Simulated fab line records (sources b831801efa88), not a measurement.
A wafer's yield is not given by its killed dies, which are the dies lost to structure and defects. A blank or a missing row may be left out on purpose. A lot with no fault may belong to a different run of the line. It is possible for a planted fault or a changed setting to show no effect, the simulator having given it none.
fab line records | flow sky130 | part 1 of 2: steps 1 to 24 of 34
[record] lots = 5 wafers = 15 last_day = 49
route steps=708 shown LI_CONTACT@365 LOCAL_INTERCONNECT@387
lots that met no fault: taken from a fault-free run of the same line
start_h: hours from the record's opening day to when the first of the lot's shown wafers began | wait_h: time in hours since the lot's previous step | " the same as in the row above | L1.1+2: several wafers, shown together as one row | - either no value or no given start | * or withheld: withheld | < > ~ a bound
route shown NAME@n: NAME is a module with steps in the file, n the number in the route of the first one | usual: the fault-free wafers' mean and standard deviation | same: alike in all rows | chamber/n: place in a boat | sites: readings site by site | _std_site: the values' standard deviation | _edge_site: mean of outer sites minus mean of inner sites | radius_mm: how far each site lies from the wafer's centre | mask NAME#n: copy n | behind: tool/chamber where the wafer was last shaped | hold: why the lot was held/for how many hours/how that ended | device: transistor that didn't switch, given as n, p or np | end of line: the route-end tests of the same wafers | a step without rows: its recipe alone | killed: the dies lost at the first sort to structure and to defects; this is not the yield of the wafer | map: per-die view of a wafer (x killed, . not killed, _ where there is no die)
set.NAME: the setting as run; set.NAME@STEP: as run at that earlier step | model.NAME: the simulator's own value behind a step, which no gauge read
lots at selected steps of the route; one table per step, one row per wafer
services: the hour from which a tool's chamber was out of use, counted from the record's first day as start_h (under 0 if before that day), plus the number of hours and why
[[steps]]
[step SKY_LI_CONTACT_BOW_MEAS_03]
[recipe] mode = bow
[usual] LI_CONTACT_BOW = 56/6.6
// columns lot.wafer tool chamber start_h wait_h LI_CONTACT_BOW[um]
L074.2 film_metro-04 - 661.28 0.2 64
L074.4 " - " " 55
L074.5 " - " " 58
L076.1 film_metro-04 - 683.35 0.2 53
L076.4 " - " " 52
L076.6 " - " " 53
L080.4 film_metro-04 - 703.81 0.3 72
L080.5 " - " " 58
L080.6 " - " " 53
L091.1 film_metro-02 - 784.52 0.1 54
L091.3 " - " " 52
L091.5 " - " " 63
L092.2 film_metro-04 - 795.01 0.1 56
L092.4 " - " " 49
L092.5 " - " " 56
[step SKY_LI_CONTACT_DEHYDRATE_04]
[recipe] temp_c = 200 time_s = 60
[usual] resist_line_temp_C = 22.99/0.099
[same] time_s = 60
// columns lot.wafer tool chamber start_h wait_h resist_line_temp_C
L074.2 litho_track-04 0 674.80 13.5 22.93
L074.4 " 0 " " 22.90
L074.5 " 0 " " 23.08
L076.1 litho_track-01 0 696.59 13.2 22.87
L076.4 " 0 " " 22.86
L076.6 " 0 " " 22.93
L080.4 litho_track-04 0 717.15 13.3 23.05
L080.5 " 0 " " 22.91
L080.6 " 0 " " 23.01
L091.1 litho_track-02 0 796.26 11.7 23.11
L091.3 " 0 " " 23.07
L091.5 " 0 " " 23.17
L092.2 litho_track-01 0 807.47 12.4 22.98
L092.4 " 0 " " 23.03
L092.5 " 0 " " 23.11
[step SKY_LI_CONTACT_HMDS_05]
[recipe] prime_time_s = 60 prime_temp_c = 120
[usual] resist_line_temp_C = 23.00/0.095
// columns lot.wafer tool chamber start_h wait_h resist_line_temp_C
L074.2 litho_track-04 0 674.95 0.1 22.95
L074.4 " 0 " " 22.96
L074.5 " 0 " " 23.08
L076.1 litho_track-01 0 696.74 0.1 22.98
L076.4 " 0 " " 23.11
L076.6 " 0 " " 23.05
L080.4 litho_track-04 0 717.30 0.1 22.94
L080.5 " 0 " " 23.05
L080.6 " 0 " " 23.02
L091.1 litho_track-02 0 796.41 0.1 22.99
L091.3 " 0 " " 22.88
L091.5 " 0 " " 22.95
L092.2 litho_track-01 0 807.62 0.1 23.05
L092.4 " 0 " " 22.99
L092.5 " 0 " " 22.98
[step SKY_LI_CONTACT_COAT_06]
[recipe] resist = BARC temp_c = withheld time_s = withheld spin_rpm = 3000 resist_thk_nm = 60
[usual] resist_line_temp_C = *
// columns lot.wafer tool chamber start_h wait_h resist_line_temp_C
L074.2 litho_track-04 0 675.10 0.1 *
L074.4 " 0 " " *
L074.5 " 0 " " *
L076.1 litho_track-01 0 696.89 0.1 *
L076.4 " 0 " " *
L076.6 " 0 " " *
L080.4 litho_track-04 0 717.45 0.1 *
L080.5 " 0 " " *
L080.6 " 0 " " *
L091.1 litho_track-02 0 796.56 0.1 *
L091.3 " 0 " " *
L091.5 " 0 " " *
L092.2 litho_track-01 0 807.77 0.1 *
L092.4 " 0 " " *
L092.5 " 0 " " *
[step SKY_LI_CONTACT_COAT_07]
[recipe] resist = KrF-thick spin_rpm = 3000 resist_thk_nm = 450
[usual] resist_line_temp_C = 23.00/0.097
// columns lot.wafer tool chamber start_h wait_h resist_line_temp_C
L074.2 litho_track-04 0 - - 22.85
L074.4 " 0 " " 22.91
L074.5 " 0 " " 22.86
L076.1 litho_track-01 0 - - 23.12
L076.4 " 0 " " 22.94
L076.6 " 0 " " 22.99
L080.4 litho_track-04 0 - - 22.95
L080.5 " 0 " " 22.98
L080.6 " 0 " " 22.88
L091.1 litho_track-02 0 - - 23.15
L091.3 " 0 " " 23.01
L091.5 " 0 " " 22.90
L092.2 litho_track-01 0 - - 22.79
L092.4 " 0 " " 22.88
L092.5 " 0 " " 22.91
[step SKY_LI_CONTACT_SOFTBAKE_08]
[recipe] temp_c = 100 time_s = 90 resist = KrF-thick
[usual] resist_line_temp_C = 23.00/0.11
[same] time_s = 90
// columns lot.wafer tool chamber start_h wait_h resist_line_temp_C
L074.2 litho_track-04 0 - - 23.11
L074.4 " 0 " " 22.97
L074.5 " 0 " " 22.98
L076.1 litho_track-01 0 - - 23.03
L076.4 " 0 " " 23.07
L076.6 " 0 " " 23.02
L080.4 litho_track-04 0 - - 22.97
L080.5 " 0 " " 23.05
L080.6 " 0 " " 22.91
L091.1 litho_track-02 0 - - 23.10
L091.3 " 0 " " 23.20
L091.5 " 0 " " 23.16
L092.2 litho_track-01 0 - - 23.02
L092.4 " 0 " " 22.94
L092.5 " 0 " " 23.05
[step SKY_LI_CONTACT_EXPOSE_09]
[recipe] mask_id = LICM1 na = 0.8 source_shape = annular sigma_inner = 0.55 sigma_outer = 0.85 target_cd_nm = 170 dose_mj = 38
[usual] exposure_dose_mJ_cm2 = 37.93/0.048 focus_offset_nm = -0.1/0.58
// columns lot.wafer tool chamber start_h wait_h mask exposure_dose_mJ_cm2 focus_offset_nm
L074.2 krf_scanner-02 0 - - LICM1#0 37.92 -1.0
L074.4 " 0 " " LICM1#0 37.90 -0.7
L074.5 " 0 " " LICM1#0 37.96 0.6
L076.1 krf_scanner-01 0 - - LICM1#0 37.99 -0.3
L076.4 " 0 " " LICM1#0 37.99 -1.0
L076.6 " 0 " " LICM1#0 38.02 0.0
L080.4 krf_scanner-02 0 - - LICM1#0 37.95 0.6
L080.5 " 0 " " LICM1#0 37.89 -0.1
L080.6 " 0 " " LICM1#0 37.93 -0.4
L091.1 krf_scanner-02 0 - - LICM1#0 37.88 0.4
L091.3 " 0 " " LICM1#0 37.88 -0.3
L091.5 " 0 " " LICM1#0 37.95 0.4
L092.2 krf_scanner-02 0 - - LICM1#0 37.93 0.9
L092.4 " 0 " " LICM1#0 37.87 0.3
L092.5 " 0 " " LICM1#0 37.90 -0.1
[step SKY_LI_CONTACT_PEB_10]
[recipe] peb_temp_c = withheld peb_time_s = withheld resist = KrF-thick
[usual] resist_line_temp_C = *
// columns lot.wafer tool chamber start_h wait_h resist_line_temp_C
L074.2 litho_track-02 0 - - *
L074.4 " 0 " " *
L074.5 " 0 " " *
L076.1 litho_track-02 0 - - *
L076.4 " 0 " " *
L076.6 " 0 " " *
L080.4 litho_track-02 0 - - *
L080.5 " 0 " " *
L080.6 " 0 " " *
L091.1 litho_track-04 0 - - *
L091.3 " 0 " " *
L091.5 " 0 " " *
L092.2 litho_track-04 0 - - *
L092.4 " 0 " " *
L092.5 " 0 " " *
[step SKY_LI_CONTACT_DEVELOP_11]
[recipe] develop_time_s = 60 resist = KrF-thick dev_temp_c = 21
[usual] resist_line_temp_C = 22.99/0.12
// columns lot.wafer tool chamber start_h wait_h resist_line_temp_C
L074.2 litho_track-02 0 - - 23.07
L074.4 " 0 " " 23.03
L074.5 " 0 " " 22.93
L076.1 litho_track-02 0 - - 23.08
L076.4 " 0 " " 23.12
L076.6 " 0 " " 22.96
L080.4 litho_track-02 0 - - 22.79
L080.5 " 0 " " 22.87
L080.6 " 0 " " 22.71
L091.1 litho_track-04 0 - - 23.01
L091.3 " 0 " " 22.88
L091.5 " 0 " " 22.93
L092.2 litho_track-04 0 - - 23.04
L092.4 " 0 " " 23.00
L092.5 " 0 " " 23.03
[step SKY_LI_CONTACT_CD_MEAS_12]
[recipe] target_cd_nm = 170
[usual] cd_nm = 170.4/1.3
// columns lot.wafer tool chamber start_h wait_h cd_nm
L074.2 cd_sem-02 - 689.63 - 171.7
L074.4 " - " " 171.6
L074.5 " - " " 172.6
L076.1 cd_sem-01 - 710.90 - 170.7
L076.4 " - " " 170.4
L076.6 " - " " 170.7
L080.4 cd_sem-02 - 731.86 - 170.3
L080.5 " - " " 169.7
L080.6 " - " " 169.8
L091.1 cd_sem-01 - 809.97 - 169.9
L091.3 " - " " 169.7
L091.5 " - " " 168.7
L092.2 cd_sem-01 - 821.34 - 171.1
L092.4 " - " " 170.2
L092.5 " - " " 169.5
[step SKY_LI_CONTACT_OVL_MEAS_13]
[usual] LI_CONTACT_OVL = -3/5.7
// columns lot.wafer tool chamber start_h wait_h LI_CONTACT_OVL[nm]
L074.2 overlay-01 - 689.73 0.1 -10
L074.4 " - " " -5
L074.5 " - " " -10
L076.1 overlay-02 - 711.02 0.1 -6
L076.4 " - " " -2
L076.6 " - " " -5
L080.4 overlay-02 - 731.94 0.1 3
L080.5 " - " " 7
L080.6 " - " " 13
L091.1 overlay-02 - 810.09 0.1 -5
L091.3 " - " " -3
L091.5 " - " " -5
L092.2 overlay-01 - 821.45 0.1 -3
L092.4 " - " " -8
L092.5 " - " " 0
[step SKY_LI_CONTACT_ETCH_14]
[recipe] chemistry = N2/H2 target = BARC ion_energy_ev = 200 source_w = 500 bias_w = 100 pressure_mtorr = 30 n2_flow_sccm = 100 h2_flow_sccm = 200 stop_on = SiO2 time_s = 45.9 target_depth_a = 600
[usual] drypump_motor_current_A = 5.49/0.29 oes_product_au = 0.855/0.0048 throttle_valve_pct = 13.224/0.0091
[same] time_s = 45.9
// columns lot.wafer tool chamber start_h wait_h drypump_motor_current_A oes_product_au rf_hours_counter_h throttle_valve_pct
L074.2 rie_diel-02 1 689.76 0.0 5.65 0.861 7 13.244
L074.4 " 2 " " 5.42 0.856 - 13.242
L074.5 " 3 " " 5.72 0.855 - 13.227
L076.1 rie_diel-02 2 711.06 0.0 5.43 0.848 27 13.239
L076.4 " 1 " " 5.59 0.857 7 13.211
L076.6 " 3 " " 5.74 0.858 - 13.222
L080.4 rie_diel-02 3 731.96 0.0 5.70 0.857 13 13.229
L080.5 " 3 " " 5.76 0.842 - 13.213
L080.6 " 2 " " 5.41 0.860 - 13.240
L091.1 rie_diel-02 0 810.13 0.0 5.78 0.858 12 13.218
L091.3 " 2 " " 5.44 0.847 29 13.232
L091.5 " 0 " " 5.78 0.855 - 13.236
L092.2 rie_diel-04 0 821.48 0.0 5.33 0.847 17 13.229
L092.4 " 2 " " 5.78 0.857 7 13.246
L092.5 " 2 " " 5.78 0.849 - 13.218
[step SKY_LI_CONTACT_ETCH_15]
[recipe] target = PSG chemistry = C4F8/O2/Ar stop_on = Si taper_deg = 4.15 mask_material = KrF-thick source_w = 1500 bias_w = 1200 pressure_mtorr = 40 c4f8_flow_sccm = withheld O2_flow_sccm = 6 Ar_flow_sccm = 300 time_s = withheld target_depth_a = 6000
[usual] oes_product_au = 0.838/0.0046
// columns lot.wafer tool chamber start_h wait_h oes_product_au
L074.2 rie_diel-02 1 689.80 0.0 0.840
L074.4 " 2 " " 0.838
L074.5 " 3 " " 0.844
L076.1 rie_diel-02 2 711.10 0.0 0.840
L076.4 " 1 " " 0.834
L076.6 " 3 " " 0.833
L080.4 rie_diel-02 3 732.00 0.0 0.836
L080.5 " 3 " " 0.839
L080.6 " 2 " " 0.829
L091.1 rie_diel-02 0 810.17 0.0 0.842
L091.3 " 2 " " 0.843
L091.5 " 0 " " 0.835
L092.2 rie_diel-04 0 821.52 0.0 0.833
L092.4 " 2 " " 0.842
L092.5 " 2 " " 0.837
[step SKY_LI_CONTACT_STRIP_16]
[recipe] chemistry = O2/N2 power_w = 1400 pressure_mtorr = 1500 platen_temp_c = withheld o2_flow_sccm = 3000 n2_flow_sccm = 300 overash_fraction = 0.5
[usual] drypump_motor_current_A = 5.7/0.39 oes_product_au = 0.377/0.0049 strip_time_to_endpoint_s = 3.52/0.03
// columns lot.wafer tool chamber start_h wait_h drypump_motor_current_A oes_product_au rf_hours_counter_h strip_time_to_endpoint_s
L074.2 plasma_asher-01 0 689.89 - 5.2 0.379 56 3.53
L074.4 " 1 " " 5.7 0.381 - 3.52
L074.5 " 0 " " 5.2 0.379 - 3.54
L076.1 plasma_asher-01 1 711.19 - 5.7 0.376 59 3.49
L076.4 " 0 " " 5.2 0.374 - 3.51
L076.6 " 0 " " 5.2 0.375 - 3.50
L080.4 plasma_asher-04 0 732.12 - 6.3 0.380 - 3.54
L080.5 " 1 " " 5.2 0.373 - 3.52
L080.6 " 0 " " 6.3 0.382 - 3.54
L091.1 plasma_asher-02 0 810.26 - 5.7 0.374 39 3.51
L091.3 " 0 " " 5.7 0.378 - 3.50
L091.5 " 0 " " 5.7 0.373 - 3.53
L092.2 plasma_asher-02 1 821.61 - 6.1 0.373 40 3.52
L092.4 " 1 " " 6.1 0.377 - 3.53
L092.5 " 0 " " 5.7 0.380 - 3.54
[step SKY_LI_CONTACT_CLEAN_17]
[recipe] chemistry = NMP time_s = 600 temp_c = 60 dry = n2_spin
[same] time_s = 600
// columns lot.wafer tool chamber start_h wait_h
L074.2+4+5 wet_bench-04 0 689.99 0.1
L076.1+4+6 wet_bench-01 0 711.29 0.1
L080.4+5+6 wet_bench-01 0 732.19 0.0
L091.1+3+5 wet_bench-04 1 810.36 0.1
L092.2+4+5 wet_bench-04 1 821.71 0.1
[step SKY_LI_CONTACT_PRE_CLEAN_18]
[recipe] gas = Ar time_s = 5.6 bias_v = 358
[usual] bias_v = 358/3.7
[same] time_s = 5.6
// columns lot.wafer tool chamber start_h wait_h bias_v
L074.2 pvd_sputter-04 - 690.18 0.0 356
L074.4 " - " " 356
L074.5 " - " " 355
L076.1 pvd_sputter-04 - 711.48 0.0 360
L076.4 " - " " 366
L076.6 " - " " 357
L080.4 pvd_sputter-04 - 732.36 0.0 362
L080.5 " - " " 358
L080.6 " - " " 358
L091.1 pvd_sputter-04 - 810.53 0.0 361
L091.3 " - " " 359
L091.5 " - " " 363
L092.2 pvd_sputter-04 - 821.88 0.0 358
L092.4 " - " " 358
L092.5 " - " " 362
[step SKY_LI_CONTACT_SPUTTER_19]
[recipe] material = Ti target_thk_nm = 20 chamber_pressure_pa = 5 power_w = 2500 substrate_temp_c = 200 time_s = 106.37
[usual] throttle_valve_pct = 30.1/0.89
[same] time_s = 106.37
// columns lot.wafer tool chamber start_h wait_h throttle_valve_pct
L074.2 pvd_sputter-04 - 690.20 0.0 30.2
L074.4 " - " " 30.7
L074.5 " - " " 30.3
L076.1 pvd_sputter-04 - 711.50 0.0 28.5
L076.4 " - " " 30.1
L076.6 " - " " 30.4
L080.4 pvd_sputter-04 - 732.38 0.0 30.6
L080.5 " - " " 30.2
L080.6 " - " " 30.3
L091.1 pvd_sputter-04 - 810.55 0.0 28.4
L091.3 " - " " 30.4
L091.5 " - " " 30.4
L092.2 pvd_sputter-04 - 821.90 0.0 30.6
L092.4 " - " " 28.3
L092.5 " - " " 30.5
[step SKY_LI_CONTACT_SPUTTER_20]
[recipe] material = TiN target_thk_nm = 20 chamber_pressure_pa = 5 power_w = 4000 time_s = 80
[usual] throttle_valve_pct = 30.1/0.91
[same] time_s = 80
// columns lot.wafer tool chamber start_h wait_h throttle_valve_pct
L074.2 pvd_sputter-04 - 690.28 0.0 30.1
L074.4 " - " " 30.4
L074.5 " - " " 30.1
L076.1 pvd_sputter-04 - 711.58 0.0 28.5
L076.4 " - " " 30.1
L076.6 " - " " 30.5
L080.4 pvd_sputter-04 - 732.46 0.0 30.3
L080.5 " - " " 30.4
L080.6 " - " " 30.3
L091.1 pvd_sputter-04 - 810.63 0.0 28.4
L091.3 " - " " 30.2
L091.5 " - " " 30.3
L092.2 pvd_sputter-04 - 821.98 0.0 30.8
L092.4 " - " " 28.2
L092.5 " - " " 30.4
[step SKY_LI_CONTACT_CVD_21]
[recipe] material = W target_thk_nm = 400 time_s = 120.56 temp_c = 400 pressure_torr = 40
[usual] heater_power_w = 925/80
[same] time_s = 120.56
// columns lot.wafer tool chamber start_h wait_h heater_power_w
L074.2 cvd_w-02 0 690.34 0.0 941
L074.4 " 1 " " 835
L074.5 " 0 " " 971
L076.1 cvd_w-02 0 711.64 0.0 955
L076.4 " 1 " " 834
L076.6 " 0 " " 971
L080.4 cvd_w-02 1 732.56 0.1 865
L080.5 " 1 " " 861
L080.6 " 0 " " 959
L091.1 cvd_w-01 0 810.69 0.0 1011
L091.3 " 1 " " 864
L091.5 " 1 " " 846
L092.2 cvd_w-01 0 822.04 0.0 1049
L092.4 " 0 " " 1025
L092.5 " 0 " " 1066
[step SKY_LI_CONTACT_RS_MEAS_22]
[recipe] thk_meas_gauge = four-point-probe reads = W_of_LI_CONTACT_CVD_21+TiN_of_LI_CONTACT_SPUTTER_20+Ti_of_LI_CONTACT_SPUTTER_19
[usual] LI_CONTACT_W_RS = 0.285/0.0048
// columns lot.wafer tool chamber start_h wait_h LI_CONTACT_W_RS[ohm/sq]
L074.2 film_metro-02 - 690.48 0.1 0.292
L074.4 " - " " 0.290
L074.5 " - " " 0.290
L076.1 film_metro-01 - 711.76 0.1 0.289
L076.4 " - " " 0.284
L076.6 " - " " 0.293
L080.4 film_metro-01 - 732.71 0.1 0.285
L080.5 " - " " 0.287
L080.6 " - " " 0.290
L091.1 film_metro-04 - 810.81 0.1 0.283
L091.3 " - " " 0.281
L091.5 " - " " 0.282
L092.2 film_metro-02 - 822.18 0.1 0.278
L092.4 " - " " 0.277
L092.5 " - " " 0.278
[step SKY_LI_CONTACT_THK_MEAS_23]
[recipe] thk_meas_gauge = xrf reads = W_of_LI_CONTACT_CVD_21
[usual] LI_CONTACT_W_THK = 426/10
// columns lot.wafer tool chamber start_h wait_h LI_CONTACT_W_THK[nm]
L074.2 film_metro-02 - 690.59 0.1 419
L074.4 " - " " 426
L074.5 " - " " 423
L076.1 film_metro-01 - 711.88 0.1 419
L076.4 " - " " 425
L076.6 " - " " 411
L080.4 film_metro-01 - 732.80 0.1 426
L080.5 " - " " 419
L080.6 " - " " 419
L091.1 film_metro-04 - 810.93 0.1 421
L091.3 " - " " 424
L091.5 " - " " 421
L092.2 film_metro-02 - 822.29 0.1 446
L092.4 " - " " 451
L092.5 " - " " 449
[step SKY_LI_CONTACT_CMP_24]
[recipe] stop_on = PSG t_overpolish_s = 20 down_force_psi = 3.5 platen_rpm = 60 target_thk_nm = 0 pad_velocity_m_s = 0.94248
[usual] motor_current_A = 11.2/1.1 overpolish_run_s = 20.000/0.0093 time_to_endpoint_s = 98/5.8
// columns lot.wafer tool chamber start_h wait_h motor_current_A overpolish_run_s time_to_endpoint_s
L074.4 cmp-01 0 690.64 0.0 11.7 20.005 95
L074.2 " 1 " " 11.9 19.995 92
L074.5 " 0 " " 12.1 19.997 93
L076.1 cmp-01 1 711.94 0.1 11.7 20.010 99
L076.4 " 2 " " 11.6 19.993 102
L076.6 " 1 " " 11.7 19.994 98
L080.4 cmp-01 0 732.83 0.0 12.8 20.012 101
L080.5 " 0 " " 11.6 20.001 98
L080.6 " 1 " " 11.7 20.013 96
L091.1 cmp-02 0 811.04 0.1 11.9 19.989 94
L091.3 " 2 " " 10.2 19.990 105
L091.5 " 0 " " 12.1 19.994 93
L092.2 cmp-02 1 822.39 0.1 11.8 20.000 97
L092.4 " 0 " " 12.0 19.992 92
L092.5 " 2 " " 9.5 20.008 108
[step SKY_LOCAL_INTERCONNECT_SPUTTER_00]
[recipe] material = TiN target_thk_nm = 100 temp_c = 300 power_w = 6500 time_s = 83.3 chamber_pressure_pa = 0.4
[usual] throttle_valve_pct = 29.7/1.1
[same] time_s = 83.3
// columns lot.wafer tool chamber start_h wait_h throttle_valve_pct
L074.2 pvd_sputter-03 - 690.94 0.2 29.1
L074.4 " - " " 29.6
L074.5 " - " " 31.0
L076.1 pvd_sputter-01 - 712.24 0.2 31.6
L076.4 " - " " 28.8
L076.6 " - " " 30.0
L080.4 pvd_sputter-03 - 733.16 0.3 29.6
L080.5 " - " " 29.2
L080.6 " - " " 31.4
L091.1 pvd_sputter-01 - 811.29 0.2 31.4
L091.3 " - " " 27.7
L091.5 " - " " 30.1
L092.2 pvd_sputter-01 - 822.69 0.2 29.9
L092.4 " - " " 31.2
L092.5 " - " " 28.7
[step SKY_LOCAL_INTERCONNECT_RS_MEAS_01]
[recipe] thk_meas_gauge = four-point-probe reads = TiN_of_LOCAL_INTERCONNECT_SPUTTER_00
[usual] LOCAL_INTERCONNECT_TIN_RS = 14.15/0.21
// columns lot.wafer tool chamber start_h wait_h LOCAL_INTERCONNECT_TIN_RS[ohm/sq]
L074.2 film_metro-01 - 691.02 0.1 14.20
L074.4 " - " " 14.17
L074.5 " - " " 14.30
L076.1 film_metro-01 - 712.30 0.0 14.32
L076.4 " - " " 14.32
L076.6 " - " " 14.28
L080.4 film_metro-03 - 733.25 0.1 14.35
L080.5 " - " " 14.39
L080.6 " - " " 14.52
L091.1 film_metro-03 - 811.36 0.0 14.17
L091.3 " - " " 14.34
L091.5 " - " " 14.25
L092.2 film_metro-04 - 822.77 0.1 13.98
L092.4 " - " " 13.95
L092.5 " - " " 14.13
